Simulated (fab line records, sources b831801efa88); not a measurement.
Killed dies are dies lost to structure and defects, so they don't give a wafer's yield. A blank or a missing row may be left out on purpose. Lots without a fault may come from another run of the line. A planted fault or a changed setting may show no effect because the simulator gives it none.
A struck lot beside a sound one | flow sky130 | 18 steps out of a route of 708
Sound: wafers L459.2, L459.5, L459.6. Struck: wafers L476.3, L476.5, L476.6. The cause comes at the end.
At each step with rows: each side's tool, then ch and its chambers, then its first start. Under that, the readings that differ: sound wafers | struck wafers | difference of the means | sigmas: that difference in standard deviations of wafers without a fault.
alike: readings whose means differ by less than 2 such deviations, and words and numbers that are the same on both sides. not compared: withheld readings, readings that some wafer has no value for, bounds like >300 that may hide the same value, and numbers for which the record gives no deviation and whose values overlap.
The two part at a step that has a row with sigmas, a row that says differs or no value, or rows on one side only. Numbers that don't overlap but have no deviation are shown without sigmas and don't part them. A reading that every wafer of one side lacks parts them only if that side has two wafers or more.

first, 1 step without rows for these wafers: SKY_LOCAL_INTERCONNECT_CLEAN_18 (cleans in O3/DIW).
SKY_CONTACT_CVD_00: deposits Si3N4, target thk 75 nm.
  sound on pecvd-02 ch 0,1, day 30 12:10; struck on pecvd-03 ch 0,1,2, day 35 22:23
  alike: heater_power_w
SKY_CONTACT_THK_MEAS_01:
  sound on film_metro-02, day 30 12:12; struck on film_metro-02, day 35 22:26
  alike: CONTACT_CVD_00_THK
then, 1 step without rows for these wafers: SKY_CONTACT_HDPCVD_02 (deposits SiO2, target thk 565 nm, time 94.2 s).
SKY_CONTACT_THK_MEAS_03:
  sound on film_metro-03, day 30 12:20; struck on film_metro-04, day 35 22:34
  reading                 | sound       | struck      | difference | sigmas
  CONTACT_HDPCVD_THK (nm) | 572 582 572 | 555 563 569 | -13        | -2
SKY_CONTACT_CMP_04: polishes SiO2.
  sound on cmp-02 ch 0,3, day 30 12:23; struck on cmp-01 ch 0,1,2, day 35 22:43
  alike: motor_current_A, time_to_endpoint_s
SKY_CONTACT_BOW_MEAS_05:
  sound on film_metro-02, day 30 12:42; struck on film_metro-03, day 35 22:57
  alike: CONTACT_BOW
then, 5 steps without rows for these wafers: SKY_CONTACT_DEHYDRATE_06 (time 60 s); SKY_CONTACT_HMDS_07 (prime time 60 s); SKY_CONTACT_COAT_08 (resist thk 60 nm); SKY_CONTACT_COAT_09 (resist thk 450 nm); SKY_CONTACT_SOFTBAKE_10 (time 90 s).
SKY_CONTACT_EXPOSE_11: exposes mask CTM1, target cd 170 nm.
  sound on krf_scanner-02 ch 0, day 31 02:59; struck on krf_scanner-01 ch 0, day 36 12:40
  reading                         | sound                | struck            | difference | sigmas
  model.CONTACT.overlay_x_nm (nm) | -3.919 -3.919 -3.919 | 48.31 48.31 48.31 | +52.23     |
  alike: mask
then, 2 steps without rows for these wafers: SKY_CONTACT_PEB_12; SKY_CONTACT_DEVELOP_13 (develop time 60 s).
SKY_CONTACT_CD_MEAS_14: target cd 170 nm.
  sound on cd_sem-02, day 31 16:40; struck on cd_sem-02, day 37 01:13
  alike: cd_nm
SKY_CONTACT_OVL_MEAS_15:
  sound on overlay-01, day 31 16:46; struck on overlay-02, day 37 01:18
  reading          | sound    | struck   | difference | sigmas
  CONTACT_OVL (nm) | -6 -10 0 | 48 42 42 | +49        | +10
SKY_CONTACT_ETCH_16: etches BARC in N2/H2, stops on SiO2, time 45.9 s, target depth 60 nm.
  sound on rie_diel-04 ch 0,3, day 31 16:48; struck on rie_diel-04 ch 0,1,2, day 37 01:19
  alike: bias_w, drypump_motor_current_A, oes_product_au, throttle_valve_pct
  not compared: rf_hours_counter_h

WHERE THEY PART
First at SKY_CONTACT_THK_MEAS_03; last, within this record, at SKY_CONTACT_OVL_MEAS_15. Later steps at which nothing parts them and some readings are alike: SKY_CONTACT_ETCH_16.

WHY: what the simulator had put in
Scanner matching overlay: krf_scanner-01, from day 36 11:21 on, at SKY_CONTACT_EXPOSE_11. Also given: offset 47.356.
